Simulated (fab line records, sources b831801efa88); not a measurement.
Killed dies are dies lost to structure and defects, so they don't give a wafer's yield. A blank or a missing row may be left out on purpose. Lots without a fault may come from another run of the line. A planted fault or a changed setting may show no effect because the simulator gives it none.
Which tool did it? | flow gf180mcu | 13 lots, 38 wafers sampled, at 4 steps of a route of 602

WHAT THE GAUGES READ, wafer by wafer
GF_MIM_THK_MEAS_11: measures by xrf. Usual: MIM_ALCU_THK 201.8 nm, standard deviation 2.6.
lot  | measured     | on            | MIM_ALCU_THK (nm) | flag
L500 | day 24 17:50 | film_metro-02 | 205.8 205.7 206.6 |
L502 | day 25 20:33 | film_metro-01 | 202.1 198.3 197.2 |
L503 | day 26 08:54 | film_metro-02 | 198.5 198.6 201.9 |
L505 | day 26 14:46 | film_metro-02 | 204.3 203.8 203.2 |
L506 | day 27 07:10 | film_metro-02 | 204.1 200.4 203.9 |
L509 | day 28 03:52 | film_metro-02 | 200.9 205.4 200.5 |
L510 | day 28 12:35 | film_metro-01 | 201.5 197.2 200.2 |
L512 | day 29 00:57 | film_metro-03 | 197.0 196.8 195.9 |
L513 | day 29 04:55 | film_metro-02 | 201.3 204.0       |
L514 | day 29 11:09 | film_metro-01 | 202.5 203.0 202.9 |
L516 | day 30 01:18 | film_metro-02 | 204.1 203.7 202.4 |
L521 | day 31 11:12 | film_metro-01 | 198.4 198.0 198.7 |
L522 | day 31 23:40 | film_metro-01 | 201.7 203.3 201.9 |

GF_TOP_METAL_CD_MEAS_14: target cd 440 nm. Usual: cd_nm 440.3 nm, standard deviation 2.3.
lot  | measured     | on        | cd_nm (nm)        | flag
L500 | day 28 11:55 | cd_sem-02 | 444.0 444.8 443.7 |
L502 | day 29 13:21 | cd_sem-02 | 436.9 440.5 438.5 |
L503 | day 29 22:54 | cd_sem-02 | 441.2 442.1 439.6 |
L505 | day 30 04:25 | cd_sem-02 | 439.5 440.7 440.3 |
L506 | day 30 18:40 | cd_sem-02 | 436.8 438.4 437.5 |
L509 | day 31 12:39 | cd_sem-02 | 442.3 441.2 442.0 |
L510 | day 31 19:39 | cd_sem-01 | 442.9 440.8 443.0 |
L512 | day 32 06:00 | cd_sem-01 | 434.0 435.8 437.5 |
L513 | day 32 09:38 | cd_sem-01 | 442.3 440.7       |
L514 | day 32 15:11 | cd_sem-01 | 439.1 438.3 437.8 |
L516 | day 33 02:42 | cd_sem-01 | 439.9 440.5 439.9 |
L521 | day 34 08:37 | cd_sem-02 | 437.7 437.4 437.2 |
L522 | day 34 19:57 | cd_sem-02 | 437.1 437.9 438.1 |

WHICH TOOL RAN EACH LOT (tool, then ch and the chambers of the sampled wafers, then the start)
lot  | GF_M3_SPUTTER_00             | GF_TOP_METAL_SPUTTER_04
L500 | pvd_sputter-01, day 20 13:07 | pvd_sputter-01, day 27 14:43
L502 | pvd_sputter-01, day 21 20:01 | pvd_sputter-02, day 28 17:02
L503 | pvd_sputter-04, day 22 09:19 | pvd_sputter-01, day 29 03:13
L505 | pvd_sputter-02, day 22 13:35 | pvd_sputter-02, day 29 09:07
L506 | pvd_sputter-01, day 23 07:46 | pvd_sputter-01, day 29 23:33
L509 | pvd_sputter-01, day 24 06:51 | pvd_sputter-02, day 30 18:24
L510 | pvd_sputter-02, day 24 14:53 | pvd_sputter-02, day 31 01:55
L512 | pvd_sputter-01, day 25 05:52 | pvd_sputter-02, day 31 12:10
L513 | pvd_sputter-04, day 25 09:14 | pvd_sputter-03, day 31 16:14
L514 | pvd_sputter-04, day 25 15:26 | pvd_sputter-02, day 31 22:14
L516 | pvd_sputter-01, day 26 08:14 | pvd_sputter-01, day 32 10:23
L521 | pvd_sputter-01, day 27 21:46 | pvd_sputter-03, day 33 17:07
L522 | pvd_sputter-01, day 28 10:19 | pvd_sputter-02, day 34 04:46
- GF_M3_SPUTTER_00: material Ti, target thk 37.5 nm, time 150 s.
- GF_TOP_METAL_SPUTTER_04: material TiN, target thk 25 nm, time 20.8 s.

WHAT THE TOOLS THEMSELVES READ (means of the sampled wafers that have a number; where no wafer has one, the mark that the record gives instead)
GF_M3_SPUTTER_00. Usual: throttle_valve_pct 30.2 %, standard deviation 1.1.
lot  | tool           | throttle_valve_pct (%) | flag
L500 | pvd_sputter-01 | 31.1                   |
L502 | pvd_sputter-01 | 31.1                   |
L503 | pvd_sputter-04 | 28.8                   |
L505 | pvd_sputter-02 | 30.6                   |
L506 | pvd_sputter-01 | 30.4                   |
L509 | pvd_sputter-01 | 30.6                   |
L510 | pvd_sputter-02 | 30.2                   |
L512 | pvd_sputter-01 | 30.7                   |
L513 | pvd_sputter-04 | 30.0                   |
L514 | pvd_sputter-04 | 29.3                   |
L516 | pvd_sputter-01 | 30.7                   |
L521 | pvd_sputter-01 | 30.4                   |
L522 | pvd_sputter-01 | 30.9                   |

GF_TOP_METAL_SPUTTER_04. Usual: throttle_valve_pct 30.4 %, standard deviation 1.
lot  | tool           | throttle_valve_pct (%) | flag
L500 | pvd_sputter-01 | 31.1                   |
L502 | pvd_sputter-02 | 30.7                   |
L503 | pvd_sputter-01 | 30.7                   |
L505 | pvd_sputter-02 | 30.9                   |
L506 | pvd_sputter-01 | 30.8                   |
L509 | pvd_sputter-02 | 29.2                   |
L510 | pvd_sputter-02 | 30.0                   |
L512 | pvd_sputter-02 | 30.6                   |
L513 | pvd_sputter-03 | 29.9                   |
L514 | pvd_sputter-02 | 30.8                   |
L516 | pvd_sputter-01 | 30.9                   |
L521 | pvd_sputter-03 | 30.1                   |
L522 | pvd_sputter-02 | 31.0                   |

THE ANSWER, worked out from the rows above alone
Rule: a lot is off if the mean of its wafers that have a number lies more than 3 standard deviations from the usual mean. A lot without any number at a reading at which 4 lots or more have one is off too. The other lots that the step has rows for count as sound. The gauges are gone through in route order, then the tools' own readings, and for those a lot's mean is taken as printed above. The first step at which some lot is off is used, and at that step the reading that is off furthest; a lot without a number counts as furthest.
No lot is off at any reading shown: from this, nothing can be told.

WHAT THE SIMULATOR HAD PUT IN
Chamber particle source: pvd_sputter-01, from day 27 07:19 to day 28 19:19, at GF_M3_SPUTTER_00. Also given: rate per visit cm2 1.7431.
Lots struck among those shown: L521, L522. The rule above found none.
